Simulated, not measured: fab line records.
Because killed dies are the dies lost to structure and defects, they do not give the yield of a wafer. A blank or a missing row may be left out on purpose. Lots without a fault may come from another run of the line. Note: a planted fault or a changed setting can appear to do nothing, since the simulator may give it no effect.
Comparing a struck lot with a sound one | flow gf180mcu | 31 out of 602 route steps
Sound: the wafers L429.2, L429.5, L429.6. The struck wafers were L444.3, L444.5, L444.6. At the end, the cause is stated.
Each step with rows lists, per side, the tool, then ch with its chambers, then its first start. Under that, the readings that differ: sound wafers | struck wafers | difference of the means | sigmas: that difference in standard deviations of wafers without a fault.
alike: words and numbers the same on both sides, and readings whose means are apart by under 2 such deviations; not compared: readings that were withheld, readings missing a value for some wafer, numbers with overlapping values and no deviation given by the record, and bounds like >300 which may hide the same value.
A row with sigmas, a row that says differs or no value, or rows on one side alone: a step with any of these is where the two part. Numbers that have no deviation but don't overlap get no sigmas and don't part them. Lack of a reading on every wafer of one side parts them only where that side has two or more wafers.

first, 1 step without rows for these wafers: GF_HV_LDD_CVD_56 (deposits Si3N4 from DCS/NH3, target thk 90 nm, time 1543 s).
GF_HV_LDD_THK_MEAS_57:
  sound on film_metro-01, day 15 00:34; struck on film_metro-04, day 20 00:15
  alike: HV_LDD_CVD_56_THK
GF_HV_LDD_ETCHBACK_58: etches Si3N4 in CH3F/O2, stops on SiO2, time 100 s, target depth 90 nm.
  sound on rie_diel-03 ch 0,3, day 15 00:37; struck on rie_diel-02 ch 0,1,2, day 20 00:17
  alike: drypump_motor_current_A, oes_product_au, throttle_valve_pct
  not compared: rf_hours_counter_h
then, 7 steps without rows for these wafers: GF_NSD_DEHYDRATE_00 (time 60 s); GF_NSD_HMDS_01 (prime time 60 s); GF_NSD_COAT_02 (resist thk 1000 nm); GF_NSD_SOFTBAKE_03 (time 60 s); GF_NSD_EXPOSE_04 (exposes mask Nplus, target cd 400 nm); GF_NSD_PEB_05; GF_NSD_DEVELOP_06 (develop time 60 s).
GF_NSD_CD_MEAS_07: the cd target is 400 nm.
  sound on cd_sem-01, day 15 22:14; struck on cd_sem-02, day 21 00:13
  reading    | sound             | struck            | difference | sigmas
  cd_nm (nm) | 396.8 398.3 396.9 | 403.3 402.2 402.7 | +5.4       | +3
GF_NSD_OVL_MEAS_08:
  sound on overlay-01, day 15 22:20; struck on overlay-02, day 21 00:18
  alike: NSD_OVL
GF_NSD_IMPLANT_09:
  sound on implanter-03 ch 0, day 15 22:24; struck on implanter-01 ch 0, day 21 00:22
  reading                   | sound             | struck            | difference | sigmas
  implant_ion_amu           | 75 75 75          | 31 31 31          | -44        |
  model.implant.rp_nm (nm)  | 37.55 37.55 37.55 | 69.22 69.22 69.22 | +31.67     |
  model.implant.drp_nm (nm) | 16.15 16.15 16.15 | 29.74 29.74 29.74 | +13.59     |
following that, these wafers have no rows for 1 step: GF_NSD_IMPLANT_10.
GF_NSD_STRIP_11: strips in O2/N2.
  sound on plasma_asher-01 ch 0,1, day 15 22:40; struck on plasma_asher-01 ch 0,1, day 21 00:40
  reading                      | sound             | struck            | difference | sigmas
  oes_product_au (a.u.)        | 0.492 0.484 0.484 | 0.465 0.466 0.455 | -0.025     | -5
  strip_time_to_endpoint_s (s) | 22.94 22.98 22.98 | 26.27 26.29 26.20 | +3.29      | +73
  alike: drypump_motor_current_A, heater_power_w
  not compared: rf_hours_counter_h
GF_NSD_TW_MEAS_12:
  sound on film_metro-02, day 15 22:47; struck on film_metro-02, day 21 00:58
  reading | sound          | struck         | difference | sigmas
  NSD_TW  | 4257 4272 4264 | 4827 4824 4834 | +564       | +23
  not compared: hold
then, 6 steps without rows for these wafers: GF_PSD_HMDS_01 (prime time 60 s); GF_PSD_COAT_02 (resist thk 1000 nm); GF_PSD_SOFTBAKE_03 (time 60 s); GF_PSD_EXPOSE_04 (exposes mask Pplus, target cd 400 nm); GF_PSD_PEB_05; GF_PSD_DEVELOP_06 (develop time 60 s).
GF_PSD_CD_MEAS_07: the cd target is 400 nm.
  sound on cd_sem-01, day 16 22:06; struck on cd_sem-02, day 22 01:10
  alike: cd_nm
GF_PSD_OVL_MEAS_08:
  sound on overlay-01, day 16 22:12; struck on overlay-01, day 22 01:16
  alike: PSD_OVL
following that, these wafers have no rows for 1 step: GF_PSD_IMPLANT_09.
GF_PSD_STRIP_10: strips in O2/N2.
  sound on plasma_asher-03 ch 0,1, day 16 22:23; struck on plasma_asher-02 ch 0,1, day 22 01:28
  alike: drypump_motor_current_A, heater_power_w, oes_product_au, strip_time_to_endpoint_s
  not compared: rf_hours_counter_h
GF_PSD_TW_MEAS_11:
  sound on film_metro-03, day 16 22:29; struck on film_metro-04, day 22 01:34
  alike: PSD_TW
then, 1 step without rows for these wafers: GF_PSD_CLEAN_12 (cleans in SC1/SC2, time 150 s).
GF_PSD_RTA_13: time 20 s.
  sound on rtp_anneal-01 ch 0, day 16 22:37; struck on rtp_anneal-01 ch 0, day 22 01:41
  alike: lamp_power_pct, wafer_temp_C_max
GF_PSD_RS_MEAS_14: uses a four-point probe to measure.
  sound on film_metro-03, day 16 22:42; struck on film_metro-02, day 22 02:07
  reading         | sound             | struck            | difference | sigmas
  NSD_RS (ohm/sq) | 46.08 46.00 46.03 | 25.46 25.53 25.52 | -20.53     | -99 or more
  not compared: hold
GF_PASSIVATION_PROBE_99:
  the record holds rows for the sound wafers here (prober-01, day 31 10:40) but none for the struck ones

## WHERE THEY PART
Earliest at GF_NSD_CD_MEAS_07; latest, in this record, at GF_PASSIVATION_PROBE_99.

WHY: whatever the simulator had introduced
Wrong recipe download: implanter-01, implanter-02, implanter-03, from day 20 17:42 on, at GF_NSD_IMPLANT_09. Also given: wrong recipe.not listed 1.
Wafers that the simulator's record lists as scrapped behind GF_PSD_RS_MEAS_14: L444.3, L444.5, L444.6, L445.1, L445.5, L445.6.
